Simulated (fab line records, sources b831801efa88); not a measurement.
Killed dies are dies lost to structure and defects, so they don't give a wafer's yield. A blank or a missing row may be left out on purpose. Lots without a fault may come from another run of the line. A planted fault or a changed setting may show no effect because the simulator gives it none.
fab line records | flow sfq_line
record lots=14 wafers=42 last_day=80
route steps=325 shown L0@14 L0V@24 M0@32 I3@133
lots that met no fault: from a run of the same line without faults
start_h: hours from the record's first day to the start of the lot's first wafer shown | wait_h: hours since the lot's step before | " the same as in the row above | L1.1+2: a row that stands for several wafers | - no value, or no start given | * or withheld: withheld | < > ~ a bound
route shown NAME@n: a module of which the file shows steps, and the number in the route of the first | usual: mean/standard deviation of fault-free wafers | same: alike in all rows | chamber/n: place in a boat | sites: the reading at each site | _std_site: their standard deviation | _edge_site: outer sites' mean less inner sites' | radius_mm: how far each site lies from the wafer's centre | mask NAME#n: copy n | behind: the tool/chamber that last shaped the wafer | hold: why the lot was held/for how many hours/how that ended | device: the transistor (n, p or np) that didn't switch | end of line: the same wafers' tests at the end of the route | a step without rows: its recipe alone | killed: dies lost to structure and defects at the first sort, not the wafer's yield | map: a wafer's dies, x killed, . not, _ none there
set.NAME: the setting as run; set.NAME@STEP: as run at that earlier step | model.NAME: the simulator's own value behind a step, which no gauge read
steps of the route over a sample of lots; a table a step, a row a wafer
services: from which hour (start_h, from the record's first day; less than 0 if before it) a tool's chamber was out of use, for how many hours, and why
## steps
# step SFQ_TRILAYER_L0_STRIP_STRIP_009
# recipe gas=O2 power_w=200 platen_temp_c=40 overash_fraction=0.65 chemistry=O2 pressure_mtorr=50
# usual drypump_motor_current_A=5.9/0.59 oes_product_au=1.001/0.0077
# columns lot.wafer tool chamber start_h wait_h drypump_motor_current_A oes_product_au rf_hours_counter_h
L883.1 rie_metal-02 0 89.21 0.0 6.6 0.997 39
L883.4 " 0 " " 6.6 0.998 -
L883.6 " 0 " " 6.5 0.994 -
L884.1 rie_metal-01 0 99.50 0.0 5.3 1.001 68
L884.3 " 0 " " 5.3 1.005 -
L884.5 " 0 " " 5.3 1.000 -
L885.2 rie_metal-01 0 101.94 0.0 5.3 1.007 69
L885.4 " 1 " " 6.3 1.002 -
L885.5 " 0 " " 5.3 0.995 -
L886.1 rie_metal-01 1 106.74 0.0 6.2 0.999 50
L886.3 " 1 " " 6.3 1.007 -
L886.4 " 0 " " 5.3 1.002 -
L887.2 rie_metal-02 0 112.70 0.0 6.5 0.991 43
L887.4 " 1 " " 6.3 1.006 -
L887.6 " 1 " " 6.3 1.001 -
L888.2 rie_metal-01 1 119.90 0.0 6.3 0.998 52
L888.4 " 1 " " 6.3 0.998 -
L888.6 " 1 " " 6.2 1.005 -
L890.2 rie_metal-02 0 130.70 0.0 6.5 1.004 47
L890.4 " 0 " " 6.6 0.998 -
L890.5 " 0 " " 6.5 1.007 -
L891.1 rie_metal-04 0 137.90 0.0 5.7 1.001 124
L891.2 " 1 " " 4.8 1.007 97
L891.5 " 0 " " 5.7 0.993 -
L892.1 rie_metal-04 1 144.03 0.0 4.7 0.999 98
L892.2 " 0 " " 5.7 0.999 125
L892.4 " 1 " " 4.7 1.005 -
L893.4 rie_metal-04 0 149.03 0.2 5.7 0.999 -
L893.5 " 1 " " 4.8 0.996 -
L893.6 " 0 " " 5.7 1.002 -
L894.1 rie_metal-01 1 154.07 0.0 6.2 0.983 56
L894.5 " 0 " " 5.3 0.995 -
L894.6 " 1 " " 6.3 0.990 -
L895.3 rie_metal-02 1 156.67 0.2 6.3 1.006 -
L895.4 " 0 " " 6.5 0.999 -
L895.6 " 0 " " 6.6 0.994 -
L896.2 rie_metal-01 0 162.47 0.0 5.3 1.007 77
L896.3 " 1 " " 6.3 1.012 -
L896.6 " 0 " " 5.3 1.001 -
L905.3 rie_metal-02 0 227.86 0.2 6.5 0.991 -
L905.4 " 1 " " 6.3 1.000 -
L905.6 " 1 " " 6.3 1.001 -
# step SFQ_TRILAYER_L0_VIA_BARC_OPEN_VIA_ETCH_021
# recipe mask_material=PR chemistry=O2 target_depth_nm=125 target=BARC source_w=500 bias_w=80 pressure_mtorr=30 time_s=41.7
# usual drypump_motor_current_A=5.7/0.52 oes_product_au=0.685/0.0045
# columns lot.wafer tool chamber start_h wait_h drypump_motor_current_A oes_product_au rf_hours_counter_h
L883.1 rie_diel-04 0 169.60 0.0 4.9 0.684 21
L883.4 " 3 " " 6.2 0.684 146
L883.6 " 2 " " 4.9 0.686 -
L884.1 rie_diel-02 1 180.40 0.0 5.5 0.688 79
L884.3 " 2 " " 6.1 0.683 120
L884.5 " 3 " " 5.1 0.689 -
L885.2 rie_diel-01 0 185.20 0.0 6.6 0.683 95
L885.4 " 1 " " 6.1 0.682 12
L885.5 " 0 " " 6.6 0.678 -
L886.1 rie_diel-04 0 198.77 0.0 5.0 0.688 22
L886.3 " 1 " " 5.6 0.688 5
L886.4 " 1 " " 5.6 0.691 -
L887.2 rie_diel-04 0 207.17 0.0 5.0 0.681 22
L887.4 " 3 " " 6.3 0.683 146
L887.6 " 3 " " 6.2 0.678 -
L888.2 rie_diel-01 3 216.77 0.0 6.0 0.684 7
L888.4 " 2 " " 5.6 0.693 28
L888.6 " 2 " " 5.6 0.686 -
L890.2 rie_diel-02 0 231.19 0.0 5.3 0.692 7
L890.4 " 3 " " 5.2 0.680 90
L890.5 " 2 " " 6.1 0.684 -
L891.1 rie_diel-02 3 240.79 0.0 5.2 0.675 90
L891.2 " 0 " " 5.3 0.686 7
L891.5 " 3 " " 5.2 0.689 -
L892.1 rie_diel-02 3 244.55 0.0 5.2 0.689 90
L892.2 " 2 " " 6.1 0.680 121
L892.4 " 0 " " 5.3 0.687 7
L893.4 rie_diel-01 0 249.19 0.0 6.6 0.687 96
L893.5 " 1 " " 6.2 0.682 -
L893.6 " 0 " " 6.6 0.688 -
L894.1 rie_diel-04 1 256.39 0.0 5.6 0.685 6
L894.5 " 2 " " 4.9 0.678 -
L894.6 " 1 " " 5.6 0.688 -
L895.3 rie_diel-04 3 259.99 0.0 6.3 0.683 0
L895.4 " 2 " " 4.9 0.678 9
L895.6 " 0 " " 5.0 0.687 -
L896.2 rie_diel-04 3 268.39 0.0 6.3 0.681 0
L896.3 " 2 " " 4.9 0.690 9
L896.6 " 2 " " 4.9 0.685 -
L905.3 rie_diel-04 2 350.99 0.0 4.9 0.696 10
L905.4 " 1 " " 5.6 0.690 7
L905.6 " 0 " " 5.0 0.687 -
# step SFQ_TRILAYER_M0_LITHO_COAT_026
# recipe resist=BARC spin_rpm=3000 resist_thk_nm=62
# usual exhaust_pa=45.0/0.78
# columns lot.wafer tool chamber start_h wait_h exhaust_pa
L883.1 litho_track-02 0 170.77 0.1 43.3
L883.4 " 0 " " 44.1
L883.6 " 0 " " 44.3
L884.1 litho_track-01 0 181.56 0.1 45.3
L884.3 " 0 " " 44.5
L884.5 " 0 " " 44.9
L885.2 litho_track-02 0 186.41 0.1 44.8
L885.4 " 0 " " 45.6
L885.5 " 0 " " 45.5
L886.1 litho_track-03 0 199.93 0.1 45.2
L886.3 " 0 " " 45.4
L886.4 " 0 " " 44.2
L887.2 litho_track-01 0 208.38 0.1 43.9
L887.4 " 0 " " 45.6
L887.6 " 0 " " 44.3
L888.2 litho_track-01 0 217.98 0.1 43.9
L888.4 " 0 " " 46.1
L888.6 " 0 " " 46.2
L890.2 litho_track-01 0 232.39 0.1 44.7
L890.4 " 0 " " 44.6
L890.5 " 0 " " 43.7
L891.1 litho_track-03 0 241.94 0.1 45.7
L891.2 " 0 " " 45.3
L891.5 " 0 " " 44.2
L892.1 litho_track-03 0 245.71 0.1 44.6
L892.2 " 0 " " 45.0
L892.4 " 0 " " 43.5
L893.4 litho_track-02 0 250.49 0.2 45.3
L893.5 " 0 " " 46.0
L893.6 " 0 " " 45.3
L894.1 litho_track-02 0 257.54 0.1 45.2
L894.5 " 0 " " 43.6
L894.6 " 0 " " 44.5
L895.3 litho_track-02 0 262.07 0.1 43.3
L895.4 " 0 " " 44.3
L895.6 " 0 " " 43.8
L896.2 litho_track-02 0 269.59 0.1 45.8
L896.3 " 0 " " 45.8
L896.6 " 0 " " 45.7
L905.3 litho_track-01 0 352.24 0.1 46.3
L905.4 " 0 " " 45.9
L905.6 " 0 " " 45.5
# step SFQ_TRILAYER_M0_BARC_OPEN_METAL_ETCH_031
# recipe mask_material=PR chemistry=O2 target_depth_nm=125 target=BARC icp_w=600 bias_w=80 pressure_mtorr=10 time_s=41.7
# usual drypump_motor_current_A=5.7/0.62 oes_product_au=0.684/0.0045
# columns lot.wafer tool chamber start_h wait_h drypump_motor_current_A oes_product_au rf_hours_counter_h
L883.1 rie_metal-03 1 277.99 0.0 6.1 0.677 51
L883.4 " 1 " " 6.1 0.689 -
L883.6 " 0 " " 5.5 0.687 -
L884.1 rie_metal-04 0 288.07 0.0 5.6 0.681 151
L884.3 " 1 " " 4.8 0.690 -
L884.5 " 1 " " 4.7 0.680 -
L885.2 rie_metal-04 0 294.07 0.0 5.6 0.681 152
L885.4 " 0 " " 5.6 0.681 -
L885.5 " 1 " " 4.8 0.678 -
L886.1 rie_metal-04 1 316.06 0.0 4.8 0.685 128
L886.3 " 1 " " 4.8 0.679 -
L886.4 " 0 " " 5.6 0.685 -
L887.2 rie_metal-02 0 331.79 0.0 6.5 0.688 77
L887.4 " 0 " " 6.6 0.690 -
L887.6 " 0 " " 6.6 0.683 -
L888.2 rie_metal-04 0 338.99 0.0 5.6 0.687 159
L888.4 " 1 " " 4.8 0.684 -
L888.6 " 1 " " 4.8 0.686 -
L890.2 rie_metal-03 1 355.79 0.0 6.1 0.693 65
L890.4 " 0 " " 5.5 0.685 -
L890.5 " 0 " " 5.5 0.688 -
L891.1 rie_metal-04 1 364.19 0.0 4.7 0.676 135
L891.2 " 0 " " 5.6 0.690 163
L891.5 " 1 " " 4.7 0.675 -
L892.1 rie_metal-02 1 367.79 0.0 6.3 0.687 133
L892.2 " 0 " " 6.5 0.677 82
L892.4 " 1 " " 6.3 0.680 -
L893.4 rie_metal-03 1 375.45 0.0 6.1 0.688 -
L893.5 " 1 " " 6.1 0.686 -
L893.6 " 0 " " 5.5 0.680 -
L894.1 rie_metal-02 1 385.03 0.0 6.3 0.684 135
L894.5 " 1 " " 6.3 0.688 -
L894.6 " 0 " " 6.5 0.683 -
L895.3 rie_metal-04 1 391.05 0.0 4.7 0.674 -
L895.4 " 0 " " 5.6 0.685 -
L895.6 " 1 " " 4.8 0.670 -
L896.2 rie_metal-04 1 401.96 0.0 4.8 0.681 140
L896.3 " 1 " " 4.7 0.668 -
L896.6 " 1 " " 4.8 0.668 -
L905.3 rie_metal-02 1 501.88 0.0 6.3 0.678 -
L905.4 " 0 " " 6.5 0.686 -
L905.6 " 0 " " 6.6 0.682 -
# step SFQ_TRILAYER_I3_DEP_PECVD_081
# recipe material=SiO2 temp_c=150 time_s=111.11 pressure_torr=2.4 rf_w=183.3 precursor=SiH4/N2O target_thk_nm=500
# usual heater_power_outer_w=30/8.9 heater_power_w=84/15 throttle_valve_pct=23.9/0.89
# columns lot.wafer tool chamber start_h wait_h heater_power_outer_w heater_power_w throttle_valve_pct
L883.1 pecvd-01 0 775.44 0.0 37 102 22.7
L883.4 " 0 " " 39 103 22.7
L883.6 " 2 " " 36 83 24.0
L884.1 pecvd-03 2 777.84 0.0 18 58 22.8
L884.3 " 0 " " 23 74 24.9
L884.5 " 0 " " 25 74 24.9
L885.2 pecvd-04 1 787.30 0.0 38 95 24.1
L885.4 " 2 " " 43 100 25.4
L885.5 " 1 " " 40 95 24.3
L886.1 pecvd-04 0 827.28 0.0 26 86 23.9
L886.3 " 2 " " 42 99 25.6
L886.4 " 2 " " 44 100 25.9
L887.2 pecvd-03 1 833.66 0.0 16 68 25.4
L887.4 " 0 " " 26 79 24.8
L887.6 " 1 " " 18 69 25.7
L888.2 pecvd-01 2 836.66 0.0 38 88 24.1
L888.4 " 0 " " 36 98 22.9
L888.6 " 0 " " 39 99 22.9
L890.2 pecvd-04 2 859.97 0.0 38 94 25.4
L890.4 " 1 " " 38 95 24.3
L890.5 " 0 " " 24 81 23.8
L891.1 pecvd-03 1 1004.80 0.0 23 75 22.8
L891.2 " 0 " " 24 74 22.9
L891.5 " 0 " " 13 60 23.1
L892.1 pecvd-04 1 1013.20 0.0 40 98 24.1
L892.2 " 2 " " 42 98 25.7
L892.4 " 2 " " 44 102 25.6
L893.4 pecvd-01 2 1158.59 0.0 36 84 24.2
L893.5 " 0 " " 36 100 23.1
L893.6 " 1 " " 33 104 23.4
L894.1 pecvd-01 1 1165.75 0.0 32 100 23.6
L894.5 " 2 " " 37 83 24.2
L894.6 " 1 " " 34 101 23.6
L895.3 pecvd-04 2 1168.15 0.0 41 100 25.7
L895.4 " 1 " " 41 98 24.3
L895.6 " 2 " " 44 101 25.7
L896.2 pecvd-01 2 1175.37 0.0 35 83 24.4
L896.3 " 0 " " 37 99 23.2
L896.6 " 0 " " 39 100 23.5
L905.3 pecvd-03 1 1266.58 0.0 19 71 24.0
L905.4 " 0 " " 21 72 24.6
L905.6 " 2 " " 18 59 22.6
## services
# columns tool chamber start_h hours kind
rie_diel-04 0 147.63 1.4 repair
rie_diel-04 2 170.73 32.8 repair
rie_diel-04 1 173.44 2.9 repair
rie_metal-02 - 211.55 14.6 pm
rie_metal-04 - 213.85 2.8 pm
rie_diel-04 1 281.79 4.0 repair
rie_diel-04 0 288.31 5.0 repair
rie_diel-04 - 322.96 0.9 repair
rie_metal-04 - 342.37 1.3 repair
rie_metal-02 - 396.56 2.8 pm
rie_diel-04 3 462.14 13.0 repair
rie_metal-02 0 506.13 10.4 repair
rie_metal-02 - 525.75 0.8 repair
rie_metal-04 1 579.05 1.0 repair
rie_metal-04 0 669.49 9.3 repair
rie_metal-04 - 701.51 0.7 repair
rie_metal-02 - 748.12 1.8 repair
rie_metal-04 - 766.93 1.4 pm
rie_metal-04 1 781.08 20.5 repair
rie_metal-02 1 873.77 2.3 repair
rie_metal-02 - 939.96 10.0 pm
rie_metal-04 - 1163.46 0.1 repair
rie_metal-04 0 1166.88 22.6 repair
rie_metal-02 1 1208.39 4.0 repair
## key
first_sign step=SFQ_TRILAYER_M0_BARC_OPEN_METAL_ETCH_031 reading=oes_product_au direction=down sigmas=3.2 usual=0.684 struck=0.670
effect none on later readings
met_at SFQ_TRILAYER_M0_LITHO_COAT_026
struck_lots L895,L896
struck_wafers L895.3,L895.6,L896.3,L896.6
not_acting_at SFQ_TRILAYER_L0_STRIP_STRIP_009,SFQ_TRILAYER_L0_VIA_BARC_OPEN_VIA_ETCH_021,SFQ_TRILAYER_I3_DEP_PECVD_081
onset_between 257.54 262.07
fault kind=process_parameter_drift tool=litho_track-02 chamber=- onset_h=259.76 steps=SFQ_TRILAYER_M0_LITHO_COAT_026 channel=resist_thk_nm offset=-3.0709 shape=step end_h=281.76 scope=struck_wafers_only acts_in=these_recipes_only stated=62
